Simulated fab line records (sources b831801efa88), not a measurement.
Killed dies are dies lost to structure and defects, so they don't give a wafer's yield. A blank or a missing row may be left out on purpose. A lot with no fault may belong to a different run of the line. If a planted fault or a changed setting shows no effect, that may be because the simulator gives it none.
Matching of chambers :: flow sky130 :: 4 sister chambers for SKY_METAL3_ETCH_17 on rie_diel-01
The step etches SiO2 in C4F8/O2/Ar, stops on TiN, time 3.9 s, target depth 15 nm. 4 wafers are shown with their chamber, then 9 later ones without.

## EACH WAFER AND ITS CHAMBER
wafer: L088.4
chamber: 1
oes_product_au (a.u.): 0.772

wafer: L093.1
chamber: 2
oes_product_au (a.u.): 0.764

wafer: L093.2
chamber: 0
oes_product_au (a.u.): 0.757

wafer: L093.3
chamber: 3
oes_product_au (a.u.): 0.755

## WAFERS WITHOUT THEIR CHAMBER
wafer: L093.4
oes_product_au (a.u.): 0.764

wafer: L093.5
oes_product_au (a.u.): 0.758

wafer: L093.6
oes_product_au (a.u.): 0.770

wafer: L095.1
oes_product_au (a.u.): 0.766

wafer: L095.2
oes_product_au (a.u.): 0.746

wafer: L095.3
oes_product_au (a.u.): 0.753

wafer: L095.4
oes_product_au (a.u.): 0.752

wafer: L095.5
oes_product_au (a.u.): 0.761

wafer: L095.6
oes_product_au (a.u.): 0.766

## WHICH CHAMBER EACH WENT THROUGH
wafer: L093.4
from the rows above: can't be placed: 2 or 0
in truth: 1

wafer: L093.5
from the rows above: can't be placed: 0 or 3 or 2
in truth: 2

wafer: L093.6
from the rows above: can't be placed: 1 or 2
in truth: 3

wafer: L095.1
from the rows above: can't be placed: 2 or 1 or 0
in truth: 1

wafer: L095.2
from the rows above: can't be placed: 3 or 0
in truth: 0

wafer: L095.3
from the rows above: can't be placed: 3 or 0
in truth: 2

wafer: L095.4
from the rows above: can't be placed: 3 or 0
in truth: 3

wafer: L095.5
from the rows above: can't be placed: 2 or 0 or 3
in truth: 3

wafer: L095.6
from the rows above: can't be placed: 2 or 1 or 0
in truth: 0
0 of 9 placed correctly. Can't be placed from these rows: 9 (the true chamber is among the candidates in 6). Number placed wrongly: 0.
How it was worked out, from the rows above alone: a wafer's distance from a chamber is the root of the sum, over the readings, of the square of ((its reading less the chamber's mean) divided by the reading's scatter). The wafer belongs to the nearest chamber; if the next one is less than 2 further off, it can't be placed. Each chamber's mean is taken over the wafers shown for it. The scatter: root of mean squared gap, hidden wafer to nearest shown wafer, with one shown wafer a chamber.
